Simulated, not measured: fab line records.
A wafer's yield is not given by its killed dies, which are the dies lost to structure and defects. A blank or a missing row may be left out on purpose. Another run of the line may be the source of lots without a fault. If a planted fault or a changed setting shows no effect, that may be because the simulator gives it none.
Problem report, 8D (eight disciplines) form, completed by code | flow sky130 | the parts of the form that need people (team, actions taken, sign-off) are left out

== 1. WHAT WENT WRONG ==
Wafers without a fault read 15, standard deviation 4; killed_at_front_end at SKY_PAD_OPEN_PROBE_99 reads a mean of 51 on 6 wafers belonging to 2 lots. Measured from the usual mean, that is +9.1 standard deviations.
The first sign was on wafer L717.2 at day 47 09:28, on prober-02. Wafers with a number at this step in the record: 9, from 3 lots. The rule behind "out" and "out of limits": a value lying over 4 standard deviations away from the usual mean. Any other wafer with a number is counted as sound.

== 2. WHAT THIS IS AND IS NOT ==
question                    | is                     | is not
which readings at this step | killed_at_front_end    | killed_at_M0_to_M3, killed_at_M4_up, killed_at_other
which lots                  | L717, L718             | L727
which wafers of those lots  | all that have a number | -
read on which tools         | prober-01, prober-02   | -
when                        | from day 47 09:28      | up to then (0 sound wafers); but 3 sound wafers of L727 came after

== 3. THE SUSPECTS, EACH WITH WHAT RULES IT OUT ==
Counting: a tool stays on the suspect list if, at a process step up to the reading, it processed all lots that are out and no sound lot following the first of them.
- rie_si-01 at SKY_POLY_GATE_ETCH_17 (etches poly-Si in HBr/Cl2, stops on SiO2, target depth 180 nm, time 70.5 s): ruled out as a lasting fault. After its first lot that is out, L717 (day 18 18:43), sound lots L727 ran on it.
- cmp-02 at SKY_VIA4_CMP_02 (polishes SiO2): kept. It ran every lot that is out, first L717 (day 43 15:53), and no sound lot after that.
Left after counting: cmp-02 at SKY_VIA4_CMP_02.

== 4. THE CAUSE (what the simulator had put in) ==
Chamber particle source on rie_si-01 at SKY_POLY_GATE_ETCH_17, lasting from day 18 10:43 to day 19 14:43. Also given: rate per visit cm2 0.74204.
It was ruled out by counting, in error; the rule expects a fault to strike all lots run on its tool from its start on, and this fault did not.

== 5. THE CHAIN OF EFFECTS, in route order ==
One row per reading whose mean, taken over the struck wafers that have a number, lies over 3 standard deviations from the usual. Only readings whose record carries a usual standard deviation are examined. hours: median over the lots of the time between each lot's start at the first step of this table that gives one and its start at this step. sigmas: the change, counted in usual standard deviations.
hours | step                  | reading             | usual | on struck wafers | change | sigmas
0     | SKY_PAD_OPEN_PROBE_99 | killed_at_front_end | 15    | 51               | +36    | +9.1
It contains these process steps:
- SKY_PAD_OPEN_PROBE_99

== 6. HOW IT WOULD HAVE BEEN CAUGHT EARLIER ==
In this record no reading fell out of limits until day 47 09:28, 695 hours after the fault had begun at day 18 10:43.
Of the tool readings at SKY_POLY_GATE_ETCH_17 for which the record gives a usual standard deviation, none was out on any struck wafer, so an alarm limit of 4 standard deviations on them would not have fired.
